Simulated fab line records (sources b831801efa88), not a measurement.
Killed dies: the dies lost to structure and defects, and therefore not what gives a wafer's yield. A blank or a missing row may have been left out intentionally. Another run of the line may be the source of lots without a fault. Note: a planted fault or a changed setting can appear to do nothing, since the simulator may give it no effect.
fab line records    flow sky130
record lots=24  wafers=72  last_day=50
route steps=708 shown PWDE@54 LI_CONTACT@383 METAL1@449 METAL3@565
lots untouched by any fault: they come from a run of this same line in which no faults occurred
start_h: hours from the record's first day to the start of the lot's first wafer shown    wait_h: hours since the lot's step before    " same as the row above    L1.1+2: a single row standing in for several wafers    - no value, or no start was given    * or withheld: withheld    < > ~ a bound
route shown NAME@n: NAME is a module with steps in the file, n the number in the route of the first one    usual: mean and standard deviation over wafers with no fault    same: alike in all rows    chamber/n: place in a boat    sites: per-site readings    _std_site: standard deviation of those values    _edge_site: outer sites' mean less inner sites'    radius_mm: how far each site lies from the wafer's centre    mask NAME#n: copy n    behind: the most recent tool/chamber to have shaped the wafer    hold: cause of the lot's hold/its duration in hours/its outcome    device: the transistor (n, p or np) that didn't switch    end of line: the same wafers' tests at the end of the route    a step with no rows: only its recipe    killed: at the first sort, the dies lost to defects and structure; wafer yield is something else    map: a wafer's dies, marking killed ones x, the rest . and places with no die _
set.NAME: the setting that was run; set.NAME@STEP: the one run at that earlier step    model.NAME: the simulator's own value behind a step, which no gauge read
route steps across a sampled set of lots; one table per step, one row per wafer
services: the hour from which a tool's chamber was out of use, counted from the record's first day as start_h (under 0 if before that day), plus the number of hours and why
## steps
# step SKY_PWDE_STRIP_09
# recipe chemistry=O2/N2  power_w=1400  pressure_mtorr=1500  platen_temp_c=withheld  o2_flow_sccm=3000  n2_flow_sccm=300  overash_fraction=0.5
# usual drypump_motor_current_A=5.4/0.38  oes_product_au=0.722/0.0047  strip_time_to_endpoint_s=36.92/0.092
lot.wafer  tool             chamber  start_h  wait_h  drypump_motor_current_A  oes_product_au  rf_hours_counter_h  strip_time_to_endpoint_s
L074.1     plasma_asher-01  0        73.95    0.1     4.9                      0.729           42                  36.91
L074.4     "                1        "        "       5.6                      0.711           -                   36.91
L074.6     "                0        "        "       4.9                      0.725           -                   36.87
L075.3     plasma_asher-04  1        74.13    0.1     5.1                      0.722           -                   36.91
L075.5     "                0        "        "       5.7                      0.722           -                   36.90
L075.6     "                1        "        "       5.2                      0.727           -                   37.01
L076.4     plasma_asher-01  0        78.64    0.1     4.9                      0.712           -                   37.09
L076.5     "                1        "        "       5.7                      0.730           -                   37.03
L076.6     "                0        "        "       4.9                      0.720           -                   37.08
L077.1     plasma_asher-03  0        84.56    0.1     5.0                      0.721           43                  36.77
L077.4     "                0        "        "       5.0                      0.721           -                   36.92
L077.6     "                0        "        "       5.0                      0.730           -                   36.89
L078.2     plasma_asher-01  0        90.02    0.1     4.9                      0.722           44                  36.93
L078.5     "                0        "        "       4.9                      0.721           -                   36.88
L078.6     "                1        "        "       5.7                      0.729           -                   37.03
L079.2     plasma_asher-04  0        92.41    0.1     5.6                      0.723           27                  37.07
L079.3     "                0        "        "       5.7                      0.719           -                   37.04
L079.4     "                1        "        "       5.2                      0.724           -                   37.05
L080.1     plasma_asher-01  0        100.16   0.1     4.9                      0.725           45                  36.74
L080.3     "                1        "        "       5.7                      0.715           -                   36.78
L080.5     "                1        "        "       5.7                      0.727           -                   36.66
L081.1     plasma_asher-04  0        109.26   0.1     5.6                      0.726           28                  36.97
L081.4     "                0        "        "       5.6                      0.722           -                   36.88
L081.5     "                0        "        "       5.6                      0.720           -                   37.03
L082.1     plasma_asher-04  0        118.81   0.1     5.6                      0.719           30                  36.93
L082.5     "                0        "        "       5.6                      0.721           -                   36.77
L082.6     "                1        "        "       5.1                      0.723           -                   36.89
L084.2     plasma_asher-03  1        120.66   0.1     5.9                      0.723           0                   36.91
L084.5     "                1        "        "       5.9                      0.726           -                   36.88
L084.6     "                0        "        "       5.0                      0.720           -                   36.87
L083.1     plasma_asher-04  1        121.96   0.1     5.2                      0.724           30                  36.91
L083.3     "                1        "        "       5.1                      0.726           -                   36.98
L083.6     "                1        "        "       5.1                      0.714           -                   36.94
L085.1     plasma_asher-03  0        127.96   0.1     5.0                      0.721           1                   36.81
L085.4     "                1        "        "       5.9                      0.727           -                   36.80
L085.6     "                0        "        "       5.0                      0.716           -                   36.87
L086.4     plasma_asher-01  0        136.10   0.1     4.9                      0.729           -                   37.05
L086.5     "                1        "        "       5.7                      0.723           -                   36.91
L086.6     "                0        "        "       4.9                      0.721           -                   37.00
L087.1     plasma_asher-01  0        141.77   0.1     4.9                      0.730           49                  37.07
L087.2     "                1        "        "       5.7                      0.728           49                  37.01
L087.6     "                1        "        "       5.6                      0.715           -                   36.92
L088.2     plasma_asher-01  0        151.27   0.1     4.9                      0.716           50                  37.03
L088.5     "                0        "        "       4.9                      0.725           -                   37.01
L088.6     "                1        "        "       5.7                      0.720           -                   36.95
L089.3     plasma_asher-01  0        155.80   0.1     4.9                      0.720           -                   36.86
L089.4     "                1        "        "       5.7                      0.718           -                   36.82
L089.6     "                1        "        "       5.7                      0.725           -                   36.94
L090.1     plasma_asher-03  1        160.42   0.1     5.9                      0.718           5                   36.83
L090.2     "                0        "        "       5.1                      0.719           5                   36.81
L090.4     "                0        "        "       5.0                      0.723           -                   36.84
L091.4     plasma_asher-04  1        164.54   0.1     5.2                      0.728           -                   36.91
L091.5     "                0        "        "       5.6                      0.721           -                   36.84
L091.6     "                1        "        "       5.1                      0.718           -                   36.86
L092.2     plasma_asher-03  1        170.16   0.1     5.9                      0.725           6                   37.04
L092.5     "                0        "        "       5.0                      0.721           -                   36.92
L092.6     "                1        "        "       5.9                      0.716           -                   37.03
L093.1     plasma_asher-01  0        175.98   0.1     4.9                      0.714           53                  36.81
L093.4     "                0        "        "       4.9                      0.724           -                   36.76
L093.5     "                0        "        "       4.9                      0.723           -                   36.82
L094.1     plasma_asher-01  1        186.41   0.1     5.7                      0.713           54                  37.06
L094.3     "                1        "        "       5.7                      0.723           -                   36.94
L094.6     "                1        "        "       5.7                      0.722           -                   36.91
L095.1     plasma_asher-01  1        191.21   0.1     5.6                      0.723           54                  36.81
L095.3     "                0        "        "       4.9                      0.719           -                   36.87
L095.5     "                1        "        "       5.7                      0.728           -                   36.78
L096.2     plasma_asher-03  0        195.01   0.1     5.0                      0.716           8                   36.84
L096.4     "                0        "        "       5.0                      0.718           -                   36.83
L096.6     "                0        "        "       5.0                      0.720           -                   36.85
L097.2     plasma_asher-03  0        198.22   0.1     5.0                      0.723           9                   37.06
L097.3     "                0        "        "       5.1                      0.712           -                   37.00
L097.6     "                0        "        "       5.0                      0.724           -                   36.98
# step SKY_LI_CONTACT_CVD_21
# recipe material=W  target_thk_nm=400  time_s=120.56  temp_c=400  pressure_torr=40
# usual heater_power_w=849/23
lot.wafer  tool      chamber  start_h  wait_h  heater_power_w
L074.1     cvd_w-01  1        678.75   0.0     866
L074.4     "         0        "        "       826
L074.6     "         1        "        "       862
L075.3     cvd_w-02  0        682.44   0.1     856
L075.5     "         0        "        "       831
L075.6     "         1        "        "       829
L076.4     cvd_w-02  0        706.41   0.1     841
L076.5     "         1        "        "       849
L076.6     "         0        "        "       870
L077.1     cvd_w-02  1        708.04   0.0     823
L077.4     "         1        "        "       830
L077.6     "         1        "        "       839
L079.2     cvd_w-01  1        708.04   0.0     884
L079.3     "         0        "        "       826
L079.4     "         1        "        "       889
L078.2     cvd_w-01  0        709.34   0.1     814
L078.5     "         0        "        "       816
L078.6     "         1        "        "       892
L080.1     cvd_w-01  0        734.85   0.0     834
L080.3     "         0        "        "       802
L080.5     "         0        "        "       821
L081.1     cvd_w-02  0        739.63   0.0     871
L081.4     "         1        "        "       835
L081.5     "         1        "        "       836
L082.1     cvd_w-02  1        748.01   0.0     827
L082.5     "         0        "        "       856
L082.6     "         1        "        "       827
L083.1     cvd_w-02  1        748.57   0.0     843
L083.3     "         0        "        "       844
L083.6     "         1        "        "       836
L085.1     cvd_w-01  1        750.60   0.0     869
L085.4     "         1        "        "       878
L085.6     "         1        "        "       859
L084.2     cvd_w-01  1        761.70   0.0     848
L084.5     "         1        "        "       881
L084.6     "         0        "        "       831
L086.4     cvd_w-01  1        779.94   0.1     870
L086.5     "         1        "        "       861
L086.6     "         0        "        "       817
L087.1     cvd_w-02  0        786.30   0.0     857
L087.2     "         1        "        "       839
L087.6     "         1        "        "       817
L088.2     cvd_w-01  0        802.68   0.0     844
L088.5     "         0        "        "       841
L088.6     "         1        "        "       866
L090.1     cvd_w-01  0        807.18   0.0     848
L090.2     "         1        "        "       881
L090.4     "         1        "        "       886
L089.3     cvd_w-02  0        807.64   0.1     854
L089.4     "         1        "        "       821
L089.6     "         1        "        "       830
L091.4     cvd_w-01  0        810.73   0.1     833
L091.5     "         1        "        "       889
L091.6     "         0        "        "       839
L092.2     cvd_w-02  0        814.00   0.0     877
L092.5     "         0        "        "       876
L092.6     "         1        "        "       844
L093.1     cvd_w-01  1        840.40   0.0     877
L093.4     "         1        "        "       884
L093.5     "         1        "        "       861
L094.1     cvd_w-02  0        844.65   0.0     866
L094.3     "         1        "        "       845
L094.6     "         0        "        "       851
L095.1     cvd_w-02  1        846.05   0.0     835
L095.3     "         1        "        "       839
L095.5     "         1        "        "       838
L096.2     cvd_w-01  0        849.55   0.0     818
L096.4     "         0        "        "       820
L096.6     "         0        "        "       827
L097.2     cvd_w-02  0        850.81   0.0     889
L097.3     "         1        "        "       832
L097.6     "         1        "        "       829
# step SKY_METAL1_CD_MEAS_15
# recipe target_cd_nm=140
# usual cd_nm=140.4/1.5
lot.wafer  tool       chamber  start_h  wait_h  cd_nm
L074.1     cd_sem-02  -        765.43   -       141.1
L074.4     "          -        "        "       140.7
L074.6     "          -        "        "       140.6
L075.3     cd_sem-01  -        767.21   -       143.1
L075.5     "          -        "        "       140.7
L075.6     "          -        "        "       141.9
L076.4     cd_sem-02  -        786.39   -       140.3
L076.5     "          -        "        "       140.9
L076.6     "          -        "        "       142.0
L077.1     cd_sem-02  -        788.77   -       141.2
L077.4     "          -        "        "       141.5
L077.6     "          -        "        "       139.8
L079.2     cd_sem-01  -        789.14   -       142.9
L079.3     "          -        "        "       141.5
L079.4     "          -        "        "       141.4
L078.2     cd_sem-02  -        793.54   -       140.2
L078.5     "          -        "        "       143.0
L078.6     "          -        "        "       141.6
L080.1     cd_sem-01  -        819.57   -       141.9
L080.3     "          -        "        "       142.6
L080.5     "          -        "        "       141.7
L081.1     cd_sem-02  -        823.97   -       142.7
L081.4     "          -        "        "       140.1
L081.5     "          -        "        "       141.3
L082.1     cd_sem-01  -        830.97   -       142.7
L082.5     "          -        "        "       143.8
L082.6     "          -        "        "       144.3
L083.1     cd_sem-01  -        831.56   -       139.0
L083.3     "          -        "        "       138.3
L083.6     "          -        "        "       140.6
L085.1     cd_sem-02  -        832.57   -       139.5
L085.4     "          -        "        "       139.8
L085.6     "          -        "        "       139.3
L084.2     cd_sem-01  -        844.64   -       139.4
L084.5     "          -        "        "       140.5
L084.6     "          -        "        "       140.0
L086.4     cd_sem-01  -        862.44   -       138.5
L086.5     "          -        "        "       139.2
L086.6     "          -        "        "       138.3
L087.1     cd_sem-01  -        869.23   -       139.6
L087.2     "          -        "        "       139.9
L087.6     "          -        "        "       140.6
L088.2     cd_sem-02  -        884.89   -       139.5
L088.5     "          -        "        "       140.1
L088.6     "          -        "        "       141.4
L090.1     cd_sem-02  -        888.17   -       139.6
L090.2     "          -        "        "       141.2
L090.4     "          -        "        "       141.1
L089.3     cd_sem-02  -        889.81   -       142.9
L089.4     "          -        "        "       140.2
L089.6     "          -        "        "       140.0
L091.4     cd_sem-02  -        891.79   -       140.4
L091.5     "          -        "        "       141.3
L091.6     "          -        "        "       141.3
L092.2     cd_sem-02  -        895.69   -       141.8
L092.5     "          -        "        "       140.3
L092.6     "          -        "        "       140.6
L093.1     cd_sem-01  -        920.17   -       139.2
L093.4     "          -        "        "       136.9
L093.5     "          -        "        "       137.7
L094.1     cd_sem-01  -        924.52   -       140.2
L094.3     "          -        "        "       140.7
L094.6     "          -        "        "       140.3
L095.1     cd_sem-02  -        924.77   -       136.8
L095.3     "          -        "        "       139.4
L095.5     "          -        "        "       136.9
L096.2     cd_sem-01  -        928.01   -       139.7
L096.4     "          -        "        "       140.1
L096.6     "          -        "        "       139.6
L097.2     cd_sem-02  -        931.65   -       138.9
L097.3     "          -        "        "       137.8
L097.6     "          -        "        "       138.2
# step SKY_METAL1_ETCH_18
# recipe chemistry=N2/H2  target=BARC  ion_energy_ev=200  bias_w=100  pressure_mtorr=30  n2_flow_sccm=100  h2_flow_sccm=200  icp_w=500  stop_on=SiO2  time_s=45.9  target_depth_a=600
# usual drypump_motor_current_A=6.0/0.53  oes_product_au=0.853/0.0048  throttle_valve_pct=13.224/0.008
lot.wafer  tool          chamber  start_h  wait_h  drypump_motor_current_A  oes_product_au  rf_hours_counter_h  throttle_valve_pct
L074.1     rie_metal-02  0        765.65   0.1     6.8                      0.854           2                   13.218
L074.4     "             0        "        "       6.8                      0.853           -                   13.229
L074.6     "             0        "        "       6.8                      0.853           -                   13.217
L075.3     rie_metal-01  1        767.38   0.0     5.7                      0.856           -                   13.209
L075.5     "             0        "        "       5.9                      0.854           -                   13.217
L075.6     "             1        "        "       5.7                      0.858           -                   13.218
L076.4     rie_metal-04  0        786.61   0.1     5.3                      0.858           -                   13.224
L076.5     "             0        "        "       5.3                      0.853           -                   13.227
L076.6     "             0        "        "       5.3                      0.856           -                   13.223
L077.1     rie_metal-01  0        788.96   0.0     5.9                      0.853           7                   13.226
L077.4     "             1        "        "       5.7                      0.857           -                   13.233
L077.6     "             0        "        "       5.9                      0.857           -                   13.235
L079.2     rie_metal-02  0        789.36   0.1     6.8                      0.859           -                   13.218
L079.3     "             0        "        "       6.8                      0.851           -                   13.219
L079.4     "             0        "        "       6.8                      0.855           -                   13.226
L078.2     rie_metal-04  0        793.76   0.1     5.3                      0.852           -                   13.224
L078.5     "             0        "        "       5.3                      0.860           -                   13.228
L078.6     "             0        "        "       5.3                      0.858           -                   13.232
L080.1     rie_metal-02  0        819.76   0.0     6.8                      0.854           5                   13.217
L080.3     "             0        "        "       6.7                      0.846           -                   13.232
L080.5     "             1        "        "       5.8                      0.854           -                   13.215
L081.1     rie_metal-02  1        824.16   0.0     5.7                      0.849           1                   13.231
L081.4     "             1        "        "       5.8                      0.853           -                   13.229
L081.5     "             1        "        "       5.8                      0.858           -                   13.233
L082.1     rie_metal-02  1        831.16   0.0     5.8                      0.846           1                   13.231
L082.5     "             0        "        "       6.8                      0.856           -                   13.231
L082.6     "             1        "        "       5.8                      0.850           -                   13.217
L083.1     rie_metal-04  1        831.74   0.0     6.1                      0.855           3                   13.231
L083.3     "             0        "        "       5.3                      0.856           -                   13.234
L083.6     "             1        "        "       6.1                      0.854           -                   13.229
L085.1     rie_metal-01  0        832.76   0.0     5.9                      0.851           8                   13.230
L085.4     "             1        "        "       5.7                      0.859           -                   13.236
L085.6     "             0        "        "       5.9                      0.864           -                   13.238
L084.2     rie_metal-02  1        844.81   0.0     5.7                      0.856           1                   13.217
L084.5     "             0        "        "       6.7                      0.853           -                   13.231
L084.6     "             1        "        "       5.8                      0.846           -                   13.226
L086.4     rie_metal-04  0        862.59   0.0     5.3                      0.850           -                   13.229
L086.5     "             0        "        "       5.3                      0.856           -                   13.212
L086.6     "             1        "        "       6.1                      0.851           -                   13.237
L087.1     rie_metal-02  0        869.42   0.0     6.8                      0.858           7                   13.225
L087.2     "             1        "        "       5.8                      0.856           3                   13.215
L087.6     "             0        "        "       6.8                      0.861           -                   13.229
L088.2     rie_metal-01  1        885.06   0.0     5.7                      0.851           0                   13.227
L088.5     "             1        "        "       5.7                      0.858           -                   13.224
L088.6     "             0        "        "       5.9                      0.842           -                   13.224
L090.1     rie_metal-02  1        888.36   0.0     5.8                      0.858           4                   13.216
L090.2     "             0        "        "       6.8                      0.855           9                   13.220
L090.4     "             0        "        "       6.8                      0.853           -                   13.210
L089.3     rie_metal-04  0        889.98   0.0     5.3                      0.860           -                   13.224
L089.4     "             1        "        "       6.1                      0.850           -                   13.229
L089.6     "             0        "        "       5.3                      0.853           -                   13.228
L091.4     rie_metal-02  0        891.94   0.0     6.7                      0.844           -                   13.210
L091.5     "             0        "        "       6.8                      0.844           -                   13.210
L091.6     "             1        "        "       5.8                      0.848           -                   13.238
L092.2     rie_metal-04  0        895.86   0.0     5.3                      0.855           10                  13.241
L092.5     "             0        "        "       5.3                      0.857           -                   13.246
L092.6     "             1        "        "       6.1                      0.850           -                   13.229
L093.1     rie_metal-01  1        920.36   0.0     5.7                      0.852           1                   13.229
L093.4     "             1        "        "       5.7                      0.848           -                   13.218
L093.5     "             1        "        "       5.7                      0.855           -                   13.222
L094.1     rie_metal-04  0        924.71   0.0     5.3                      0.853           12                  13.223
L094.3     "             0        "        "       5.3                      0.859           -                   13.223
L094.6     "             0        "        "       5.3                      0.853           -                   13.219
L095.1     rie_metal-02  1        924.96   0.0     5.8                      0.850           5                   13.215
L095.3     "             1        "        "       5.8                      0.851           -                   13.227
L095.5     "             1        "        "       5.8                      0.859           -                   13.217
L096.2     rie_metal-02  1        928.18   0.0     5.8                      0.847           6                   13.225
L096.4     "             0        "        "       6.7                      0.853           -                   13.216
L096.6     "             0        "        "       6.8                      0.855           -                   13.210
L097.2     rie_metal-02  1        931.82   0.0     5.8                      0.856           6                   13.232
L097.3     "             1        "        "       5.8                      0.858           -                   13.221
L097.6     "             0        "        "       6.8                      0.863           -                   13.217
# step SKY_METAL3_DESCUM_15
# recipe chemistry=O2  source_power_w=150  bias_power_w=0  pressure_mtorr=10  temp_c=40  time_s=8
# usual drypump_motor_current_A=5.8/0.45  oes_product_au=0.999/0.011
lot.wafer  tool          chamber  start_h  wait_h  drypump_motor_current_A  oes_product_au  rf_hours_counter_h
L074.1     rie_metal-02  1        905.24   0.0     5.7                      1.003           5
L074.4     "             1        "        "       5.7                      0.995           -
L074.6     "             1        "        "       5.7                      0.997           -
L075.3     rie_metal-01  1        905.54   0.0     5.7                      1.008           -
L075.5     "             1        "        "       5.7                      1.006           -
L075.6     "             0        "        "       5.9                      1.021           -
L076.4     rie_metal-03  0        926.14   0.0     5.1                      0.988           -
L076.5     "             0        "        "       5.1                      1.000           -
L076.6     "             1        "        "       5.9                      1.014           -
L077.1     rie_metal-03  0        928.03   0.0     5.1                      0.989           13
L077.4     "             0        "        "       5.1                      0.989           -
L077.6     "             1        "        "       6.0                      0.998           -
L079.2     rie_metal-03  1        929.18   0.0     6.0                      1.012           8
L079.3     "             1        "        "       6.0                      1.009           -
L079.4     "             0        "        "       5.1                      0.987           -
L078.2     rie_metal-01  0        931.13   0.0     5.9                      1.011           12
L078.5     "             1        "        "       5.7                      0.998           -
L078.6     "             0        "        "       5.9                      1.006           -
L080.1     rie_metal-01  1        951.59   0.0     5.7                      0.991           3
L080.3     "             1        "        "       5.7                      0.992           -
L080.5     "             0        "        "       5.9                      1.012           -
L081.1     rie_metal-02  0        959.69   0.0     6.8                      0.994           13
L081.4     "             0        "        "       6.8                      0.998           -
L081.5     "             1        "        "       5.8                      0.993           -
L083.1     rie_metal-03  1        962.98   0.0     5.9                      1.013           9
L083.3     "             1        "        "       5.9                      1.008           -
L083.6     "             1        "        "       5.9                      1.005           -
L082.1     rie_metal-01  1        963.33   0.0     5.7                      1.003           3
L082.5     "             1        "        "       5.7                      0.994           -
L082.6     "             0        "        "       5.9                      1.010           -
L085.1     rie_metal-02  1        963.74   0.0     5.8                      0.996           8
L085.4     "             1        "        "       5.8                      1.001           -
L085.6     "             1        "        "       5.8                      0.997           -
L084.2     rie_metal-01  0        974.99   0.0     5.9                      1.011           14
L084.5     "             0        "        "       5.9                      1.007           -
L084.6     "             1        "        "       5.7                      0.992           -
L086.4     rie_metal-01  0        990.84   0.0     5.9                      1.004           -
L086.5     "             1        "        "       5.7                      1.005           -
L086.6     "             0        "        "       5.9                      0.998           -
L087.1     rie_metal-03  0        998.09   0.0     5.1                      0.980           16
L087.2     "             1        "        "       6.0                      1.009           11
L087.6     "             0        "        "       5.1                      0.977           -
L088.2     rie_metal-03  0        1010.44  0.0     5.1                      0.973           17
L088.5     "             0        "        "       5.1                      0.993           -
L088.6     "             1        "        "       6.0                      1.014           -
L090.1     rie_metal-03  1        1013.79  0.0     6.0                      1.011           12
L090.2     "             0        "        "       5.1                      0.985           17
L090.4     "             1        "        "       6.0                      1.007           -
L089.3     rie_metal-01  1        1015.89  0.0     5.7                      0.995           -
L089.4     "             0        "        "       5.9                      1.007           -
L089.6     "             0        "        "       5.8                      1.001           -
L091.4     rie_metal-01  1        1020.34  0.0     5.7                      1.008           -
L091.5     "             0        "        "       5.9                      1.001           -
L091.6     "             1        "        "       5.7                      1.002           -
L092.2     rie_metal-03  1        1022.23  0.0     5.9                      1.015           12
L092.5     "             1        "        "       6.0                      1.015           -
L092.6     "             0        "        "       5.1                      0.979           -
L093.1     rie_metal-02  1        1046.63  0.0     5.8                      0.986           12
L093.4     "             0        "        "       6.7                      0.977           -
L093.5     "             1        "        "       5.8                      1.001           -
L095.1     rie_metal-03  0        1047.68  0.0     5.1                      0.977           19
L095.3     "             1        "        "       6.0                      1.002           -
L095.5     "             0        "        "       5.1                      0.976           -
L094.1     rie_metal-01  1        1049.83  0.0     5.7                      0.996           7
L094.3     "             0        "        "       5.9                      1.010           -
L094.6     "             1        "        "       5.7                      0.992           -
L096.2     rie_metal-01  0        1054.28  0.0     5.9                      1.002           19
L096.4     "             0        "        "       5.9                      1.006           -
L096.6     "             1        "        "       5.7                      0.997           -
L097.2     rie_metal-02  0        1056.19  0.0     6.8                      0.991           19
L097.3     "             0        "        "       6.8                      0.981           -
L097.6     "             1        "        "       5.8                      1.005           -
# step SKY_METAL3_ETCH_17
# recipe target=SiO2  stop_on=TiN  chemistry=C4F8/O2/Ar  source_w=1500  bias_w=1200  pressure_mtorr=40  c4f8_flow_sccm=withheld  O2_flow_sccm=6  Ar_flow_sccm=300  time_s=3.9  target_depth_a=150
# usual oes_product_au=0.753/0.0071
lot.wafer  tool         chamber  start_h  wait_h  oes_product_au  rf_hours_counter_h
L074.1     rie_diel-04  3        905.37   0.1     0.765           9
L074.4     "            2        "        "       0.759           14
L074.6     "            0        "        "       0.754           -
L075.3     rie_diel-01  0        905.66   0.0     0.746           11
L075.5     "            0        "        "       0.751           -
L075.6     "            1        "        "       0.747           -
L076.4     rie_diel-03  1        926.26   0.0     0.749           25
L076.5     "            1        "        "       0.754           -
L076.6     "            0        "        "       0.763           -
L077.1     rie_diel-03  0        928.16   0.1     0.749           9
L077.4     "            3        "        "       0.762           18
L077.6     "            0        "        "       0.749           -
L079.2     rie_diel-04  2        929.31   0.1     0.757           15
L079.3     "            1        "        "       0.748           12
L079.4     "            0        "        "       0.747           6
L078.2     rie_diel-03  2        931.26   0.1     0.752           10
L078.5     "            2        "        "       0.760           -
L078.6     "            3        "        "       0.760           -
L080.1     rie_diel-03  0        951.72   0.1     0.739           9
L080.3     "            3        "        "       0.737           19
L080.5     "            3        "        "       0.751           -
L081.1     rie_diel-04  2        959.82   0.1     0.741           16
L081.4     "            3        "        "       0.754           10
L081.5     "            3        "        "       0.748           -
L083.1     rie_diel-01  2        963.11   0.1     0.756           10
L083.3     "            3        "        "       0.744           20
L083.6     "            0        "        "       0.743           -
L082.1     rie_diel-03  2        963.46   0.1     0.762           11
L082.5     "            0        "        "       0.754           -
L082.6     "            1        "        "       0.761           -
L085.1     rie_diel-04  2        963.87   0.1     0.761           16
L085.4     "            1        "        "       0.751           13
L085.6     "            1        "        "       0.755           -
L084.2     rie_diel-04  3        975.12   0.1     0.747           10
L084.5     "            1        "        "       0.757           -
L084.6     "            2        "        "       0.757           -
L086.4     rie_diel-04  2        990.96   0.0     0.755           17
L086.5     "            2        "        "       0.750           -
L086.6     "            1        "        "       0.756           -
L087.1     rie_diel-01  1        998.22   0.1     0.748           4
L087.2     "            0        "        "       0.751           14
L087.6     "            1        "        "       0.758           -
L088.2     rie_diel-04  1        1010.57  0.1     0.747           15
L088.5     "            3        "        "       0.752           -
L088.6     "            0        "        "       0.748           -
L090.1     rie_diel-04  0        1013.92  0.1     0.757           8
L090.2     "            1        "        "       0.747           15
L090.4     "            3        "        "       0.759           12
L089.3     rie_diel-04  1        1016.01  0.0     0.756           15
L089.4     "            0        "        "       0.763           8
L089.6     "            0        "        "       0.762           -
L091.4     rie_diel-04  2        1020.46  0.0     0.748           17
L091.5     "            1        "        "       0.763           -
L091.6     "            0        "        "       0.751           -
L092.2     rie_diel-03  1        1022.36  0.1     0.762           27
L092.5     "            3        "        "       0.756           -
L092.6     "            0        "        "       0.765           -
L093.1     rie_diel-03  3        1046.76  0.1     0.741           22
L093.4     "            0        "        "       0.752           13
L093.5     "            0        "        "       0.757           -
L095.1     rie_diel-01  3        1047.81  0.1     0.747           22
L095.3     "            0        "        "       0.757           16
L095.5     "            1        "        "       0.749           -
L094.1     rie_diel-03  2        1049.96  0.1     0.755           14
L094.3     "            3        "        "       0.764           22
L094.6     "            0        "        "       0.762           -
L096.2     rie_diel-01  2        1054.41  0.1     0.751           13
L096.4     "            1        "        "       0.752           5
L096.6     "            1        "        "       0.759           -
L097.2     rie_diel-04  3        1056.32  0.1     0.757           13
L097.3     "            0        "        "       0.749           10
L097.6     "            2        "        "       0.768           -
## services
tool          chamber  start_h  hours  kind
cvd_w-01      0        59.98    5.0    repair
cvd_w-01      -        71.59    0.8    repair
rie_metal-02  -        92.01    28.1   pm
rie_metal-01  1        97.98    1.2    repair
cvd_w-01      -        98.10    1.0    repair
rie_metal-01  0        98.38    12.9   repair
cvd_w-02      -        100.80   0.3    repair
cvd_w-01      -        135.95   2.8    repair
rie_metal-02  0        219.56   8.8    repair
rie_metal-01  -        249.96   0.6    repair
rie_metal-02  -        278.50   0.6    repair
rie_metal-01  -        444.98   2.8    pm
rie_metal-01  -        538.68   0.2    repair
rie_metal-01  -        570.62   1.0    repair
rie_metal-01  0        572.79   4.5    repair
rie_metal-02  0        600.08   13.8   repair
rie_metal-02  0        620.82   2.5    repair
rie_metal-01  0        639.73   12.8   repair
rie_metal-01  -        688.18   0.3    repair
rie_metal-02  0        728.06   1.8    repair
rie_metal-02  0        733.98   1.9    repair
rie_metal-02  1        761.79   11.8   repair
rie_metal-02  1        985.86   7.6    repair
rie_metal-02  -        1048.05  2.8    pm
## key
fault none
